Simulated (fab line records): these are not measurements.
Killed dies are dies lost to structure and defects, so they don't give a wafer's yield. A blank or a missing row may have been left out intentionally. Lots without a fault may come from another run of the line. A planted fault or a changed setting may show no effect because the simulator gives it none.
Problem report, 8D (eight disciplines) form, completed by code ; flow sky130 ; the parts of the form that need people (team, actions taken, sign-off) are left out

== 1. WHAT WENT WRONG ==
Wafers without a fault read 3.4, standard deviation 1.9; killed_at_M4_up at SKY_PAD_OPEN_PROBE_99 reads a mean of 29.2 on 6 wafers belonging to 2 lots. Relative to the usual mean, that is a shift of +14 standard deviations.
Earliest sighting: wafer L955.1 on prober-01 at day 50 10:16. The record has a number at this step for 18 wafers belonging to 6 lots. Rule for "out", or "out of limits": more than 4 standard deviations from the usual mean. The rest of the wafers with a number are treated as sound.

== 2. WHAT IT IS AND WHAT IT IS NOT ==
question;is;is not
which readings at this step;killed_at_M4_up;killed_at_M0_to_M3, killed-at-contacts, killed-at-front-end, killed-at-other, killed-open, sort_bin_6_memory
which lots;L955, L957;L942, L943, L948, L954
which wafers of those lots;all that have a number;-
read on which tools;prober-01;prober-02
when;from day 50 10:16;up to then (12 sound wafers)

== 3. THE SUSPECTS, EACH WITH WHAT RULES IT OUT ==
Counting: any tool at a process step up to the reading is kept as a suspect provided that every lot that is out went through it and no sound lot did after the first of them.
- rie-metal-04 at SKY_METAL5_METAL_ETCH_15 (etches the open film in Cl2/BCl3, stops on SiO2, target depth 1260 nm, time 252 s): kept. It ran every lot that is out, first L955 (day 48 19:02), and no sound lot after that; its last sound lot up to then is L942 (day 45 20:05).
- pecvd-01 at SKY_PASSIVATION_CVD_02 (deposits Si3N4, target thk 540 nm): kept. It ran every lot that is out, first L955 (day 48 20:17), and no sound lot after that; its last sound lot up to then is L943 (day 46 05:47).
- prober-01 at SKY_PAD_OPEN_PROBE_99: kept. It ran every lot that is out, first L955 (day 50 10:16), and no sound lot after that; its last sound lot up to then is L943 (day 48 00:06). Its own readings are out on those wafers: killed_at_M4_up.
rie-metal-04 at SKY_METAL5_METAL_ETCH_15, pecvd-01 at SKY_PASSIVATION_CVD_02 and prober-01 at SKY_PAD_OPEN_PROBE_99 are what is left after counting.

== 4. THE CAUSE (what the simulator had put in) ==
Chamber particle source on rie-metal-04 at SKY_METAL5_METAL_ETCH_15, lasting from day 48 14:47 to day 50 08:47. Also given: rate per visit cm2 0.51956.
This tool is one of the 3 suspects left after counting.

== 5. THE EFFECT CHAIN, in route order ==
Each row: a reading whose mean over the struck wafers that have a number lies more than 3 standard deviations from the usual. Readings are gone through only where the record gives a usual standard deviation; hours: the median, over the lots, of the time from a lot's start at the first step in this table giving one to that lot's start at this step; sigmas: the change measured in usual standard deviations.
hours;step;reading;usual;on struck wafers;change;sigmas
0;SKY_PAD_OPEN_PROBE_99;killed_at_M4_up;3.4;29.2;+25.8;+14
Its process steps:
- SKY_PAD_OPEN_PROBE_99

== 6. WHAT WOULD HAVE CAUGHT IT SOONER ==
First out-of-limits reading in this record: day 50 10:16, which is 43 hours after fault onset at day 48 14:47.
No tool reading at SKY_METAL5_METAL_ETCH_15 that has a usual standard deviation in the record was out on any struck wafer, so an alarm limit of 4 standard deviations on those readings would not have fired.
The start of SKY_METAL5_METAL_ETCH_15 on rie-metal-04 came by day 50 10:16 for every one of the lots that are out (2). Holding the tool at that point would not have protected any of them.
